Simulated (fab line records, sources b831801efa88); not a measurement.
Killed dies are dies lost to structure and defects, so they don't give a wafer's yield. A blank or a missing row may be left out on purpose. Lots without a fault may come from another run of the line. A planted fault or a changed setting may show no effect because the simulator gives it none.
Which tool did it? | flow sfq_line | 14 lots, 42 wafers sampled, at 2 steps of a route of 325

WHAT THE GAUGES READ, wafer by wafer
SFQ_M7_RS_MEAS_943: measures by four-point-probe. Usual: M7_NB_RS 0.891 ohm/sq, standard deviation 0.012.
lot  | measured     | on            | M7_NB_RS (ohm/sq) | flag
L298 | day 65 13:13 | film_metro-01 | 0.899 0.893 0.910 |
L299 | day 67 09:47 | film_metro-03 | 0.886 0.892 0.878 |
L302 | day 73 04:50 | film_metro-03 | 0.907 0.898 0.887 |
L304 | day 73 16:52 | film_metro-03 | 0.886 0.890 0.881 |
L306 | day 73 21:40 | film_metro-03 | 0.901 0.904 0.909 |
L308 | day 74 00:02 | film_metro-01 | 0.901 0.889 0.904 |
L309 | day 74 04:54 | film_metro-03 | 0.885 0.885 0.897 |
L310 | day 74 12:02 | film_metro-03 | 0.885 0.870 0.879 |
L311 | day 74 13:35 | film_metro-01 | 0.898 0.892 0.888 |
L312 | day 74 14:28 | film_metro-03 | 0.906 0.911 0.908 |
L313 | day 74 15:51 | film_metro-03 | 0.758 0.872 0.869 | OFF
L316 | day 75 04:50 | film_metro-02 | 0.888 0.774 0.889 | OFF
L317 | day 75 06:38 | film_metro-03 | 0.914 0.897 0.913 |
L321 | day 75 13:17 | film_metro-01 | 0.897 0.899 0.903 |

WHICH TOOL RAN EACH LOT (tool, then ch and the chambers of the sampled wafers, then the start)
lot  | SFQ_TRILAYER_M7_DEP_SPUTTER_175
L298 | pvd_sputter-05, day 65 13:06
L299 | pvd_sputter-03, day 67 09:42
L302 | pvd_sputter-04, day 73 04:45
L304 | pvd_sputter-04, day 73 16:45
L306 | pvd_sputter-05, day 73 21:33
L308 | pvd_sputter-04, day 73 23:57
L309 | pvd_sputter-04, day 74 04:45
L310 | pvd_sputter-04, day 74 11:57
L311 | pvd_sputter-03, day 74 13:26
L312 | pvd_sputter-05, day 74 14:21
L313 | pvd_sputter-04, day 74 15:43
L316 | pvd_sputter-04, day 75 04:45
L317 | pvd_sputter-05, day 75 06:33
L321 | pvd_sputter-05, day 75 13:09
- SFQ_TRILAYER_M7_DEP_SPUTTER_175: material Nb, target thk 200 nm, time 133.3 s.

WHAT THE TOOLS THEMSELVES READ (means of the sampled wafers that have a number; where no wafer has one, the mark that the record gives instead)
SFQ_TRILAYER_M7_DEP_SPUTTER_175. Usual: throttle_valve_pct 30.0 %, standard deviation 1.1.
lot  | tool           | throttle_valve_pct (%) | flag
L298 | pvd_sputter-05 | 29.2                   |
L299 | pvd_sputter-03 | 29.9                   |
L302 | pvd_sputter-04 | 30.5                   |
L304 | pvd_sputter-04 | 30.8                   |
L306 | pvd_sputter-05 | 29.2                   |
L308 | pvd_sputter-04 | 30.6                   |
L309 | pvd_sputter-04 | 30.7                   |
L310 | pvd_sputter-04 | 30.1                   |
L311 | pvd_sputter-03 | 29.6                   |
L312 | pvd_sputter-05 | 29.1                   |
L313 | pvd_sputter-04 | 31.4                   |
L316 | pvd_sputter-04 | 30.9                   |
L317 | pvd_sputter-05 | 28.9                   |
L321 | pvd_sputter-05 | 29.3                   |

THE ANSWER, worked out from the rows above alone
Rule: a lot is off if the mean of its wafers that have a number lies more than 3 standard deviations from the usual mean. A lot without any number at a reading at which 4 lots or more have one is off too. The other lots that the step has rows for count as sound. The gauges are gone through in route order, then the tools' own readings, and for those a lot's mean is taken as printed above. The first step at which some lot is off is used, and at that step the reading that is off furthest; a lot without a number counts as furthest.
Off: L313, L316, at SFQ_M7_RS_MEAS_943 (M7_NB_RS).
A tool fits if, at a process step before that reading, it ran every lot that is off, and no sound lot after the first of them. The gauges at SFQ_M7_RS_MEAS_943 are tried like those tools. One fits: pvd_sputter-04 at SFQ_TRILAYER_M7_DEP_SPUTTER_175. Its last sound lot is L310 (day 74 11:57), its first lot that is off L313 (day 74 15:43): a fault that began between those two fits.

WHAT THE SIMULATOR HAD PUT IN
Process parameter drift: pvd_sputter-04, from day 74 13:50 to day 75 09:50, at SFQ_TRILAYER_M7_DEP_SPUTTER_175. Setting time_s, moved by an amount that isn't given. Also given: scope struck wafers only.
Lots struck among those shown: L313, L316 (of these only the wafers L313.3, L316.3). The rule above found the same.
